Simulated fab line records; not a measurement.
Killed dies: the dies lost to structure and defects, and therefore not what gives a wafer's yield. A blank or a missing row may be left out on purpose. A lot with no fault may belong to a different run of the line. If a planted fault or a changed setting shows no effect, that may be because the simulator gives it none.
Which of the tools did it? -- flow gf180mcu -- Sampling: 12 lots, 36 wafers, 4 of 602 route steps

## WHAT EACH GAUGE READ, for each wafer
GF_V1_THK_MEAS_01. Usual: for V1_CVD_00_THK the level is 601 nm and the standard deviation is 9.9.
lot,measured,on,V1_CVD_00_THK (nm),flag
L902,day 17 12:45,film-metro-02,605 596 601,
L904,day 18 03:08,film-metro-01,611 599 605,
L905,day 18 16:23,film-metro-01,584 586 606,
L906,day 19 00:18,film-metro-01,601 595 617,
L907,day 19 10:31,film-metro-02,612 602 588,
L908,day 19 20:08,film-metro-01,618 608 610,
L917,day 22 21:35,film-metro-02,613 599 607,
L919,day 23 16:01,film-metro-01,589 592 595,
L921,day 24 02:58,film-metro-01,606 616 599,
L922,day 24 12:04,film-metro-03,599 603 601,
L923,day 24 20:17,film-metro-03,606 609 612,
L924,day 25 06:14,film-metro-01,590 581 608,

GF_V1_RS_MEAS_24: a four-point-probe measurement. Usual: for V1_W_RS the level is 0.325 ohm/sq and the standard deviation is 0.0053.
lot,measured,on,V1_W_RS (ohm/sq),flag
L902,day 18 14:20,film-metro-02,0.312 0.319 0.327,
L904,day 19 04:52,film-metro-03,0.333 0.326 0.336,
L905,day 19 18:16,film-metro-03,0.335 0.327 0.321,
L906,day 20 02:23,film-metro-03,0.325 0.322 0.334,
L907,day 20 12:00,film-metro-03,0.316 0.323 0.329,
L908,day 20 22:22,film-metro-02,0.339 0.328 0.335,
L917,day 23 21:21,film-metro-01,0.328 0.320 0.319,
L919,day 24 16:08,film-metro-01,0.319 0.326 0.324,
L921,day 25 02:26,film-metro-01,0.328 0.325 0.317,
L922,day 25 11:34,film-metro-03,0.316 0.323 0.325,
L923,day 25 19:31,film-metro-01,0.329 0.326 0.321,
L924,day 26 04:59,film-metro-01,0.318 0.320 0.327,

GF_V2_CD_MEAS_14: the cd target is 260 nm. Usual: 260.4 nm for cd-nm, sd 1.3.
lot,measured,on,cd-nm (nm),flag
L902,day 20 16:57,cd-sem-02,258.4 257.9 259.1,
L904,day 21 06:57,cd-sem-02,261.2 261.1 260.2,
L905,day 21 19:47,cd-sem-01,260.6 259.9 259.8,
L906,day 22 04:33,cd-sem-01,258.6 257.2 258.4,
L907,day 22 13:04,cd-sem-01,260.7 259.5 273.4,OFF
L908,day 22 22:02,cd-sem-01,260.0 260.7 273.3,OFF
L917,day 26 03:18,cd-sem-02,261.7 262.5 261.7,
L919,day 26 12:53,cd-sem-02,261.8 261.5 261.5,
L921,day 26 23:17,cd-sem-02,258.8 258.4 258.6,
L922,day 27 07:47,cd-sem-02,257.4 257.8 256.4,
L923,day 27 14:47,cd-sem-01,260.4 261.6 261.5,
L924,day 27 23:43,cd-sem-02,261.7 262.1 261.3,

## TOOL THAT RAN EACH LOT (tool first, then ch and the chambers of the sampled wafers, then the start)
lot,GF_V2_EXPOSE_11
L902,"krf-scanner-02 ch 0, day 20 05:28"
L904,"krf-scanner-01 ch 0, day 20 19:27"
L905,"krf-scanner-01 ch 0, day 21 08:15"
L906,"krf-scanner-01 ch 0, day 21 16:37"
L907,"krf-scanner-01 ch 0, day 22 01:13"
L908,"krf-scanner-01 ch 0, day 22 11:23"
L917,"krf-scanner-01 ch 0, day 25 16:56"
L919,"krf-scanner-01 ch 0, day 26 02:36"
L921,"krf-scanner-01 ch 0, day 26 13:19"
L922,"krf-scanner-02 ch 0, day 26 21:51"
L923,"krf-scanner-01 ch 0, day 27 04:50"
L924,"krf-scanner-01 ch 0, day 27 14:28"
- GF_V2_EXPOSE_11: exposes mask Via2, target cd 260 nm.

## AS READ BY THE TOOLS THEMSELVES (means over the sampled wafers that have a number; for cases with no such wafer, the mark the record gives instead)
GF_V2_EXPOSE_11. Usual: stage-vel-mm-s 499.97 mm/s, standard deviation 0.24.
lot,tool,stage-vel-mm-s (mm/s),flag
L902,krf-scanner-02,500.05,
L904,krf-scanner-01,500.09,
L905,krf-scanner-01,499.68,
L906,krf-scanner-01,499.97,
L907,krf-scanner-01,500.13,
L908,krf-scanner-01,499.64,
L917,krf-scanner-01,500.37,
L919,krf-scanner-01,500.06,
L921,krf-scanner-01,499.96,
L922,krf-scanner-02,500.06,
L923,krf-scanner-01,499.83,
L924,krf-scanner-01,500.10,

## THE ANSWER, worked out from the rows above alone
Rule: a lot counts as off when the mean over its wafers that have a number is more than 3 standard deviations away from the usual mean. A lot without any number at a reading at which 4 lots or more have one is off too. All remaining lots with rows at the step are treated as sound. After the gauges, taken in route order, come the tools' own readings; for these a lot's mean is taken, as printed above. The first step at which some lot is off is used, and at that step the reading that is off furthest; a lot without a number counts as furthest.
Off, at GF_V2_CD_MEAS_14 on cd-nm: L907, L908.
A tool fits if, at a process step before that reading, it ran every lot that is off, and no sound lot after the first of them. Gauges at GF_V2_CD_MEAS_14: tried the same way as those tools. No candidate that was tried fits.

## WHAT WAS PUT IN BY THE SIMULATOR
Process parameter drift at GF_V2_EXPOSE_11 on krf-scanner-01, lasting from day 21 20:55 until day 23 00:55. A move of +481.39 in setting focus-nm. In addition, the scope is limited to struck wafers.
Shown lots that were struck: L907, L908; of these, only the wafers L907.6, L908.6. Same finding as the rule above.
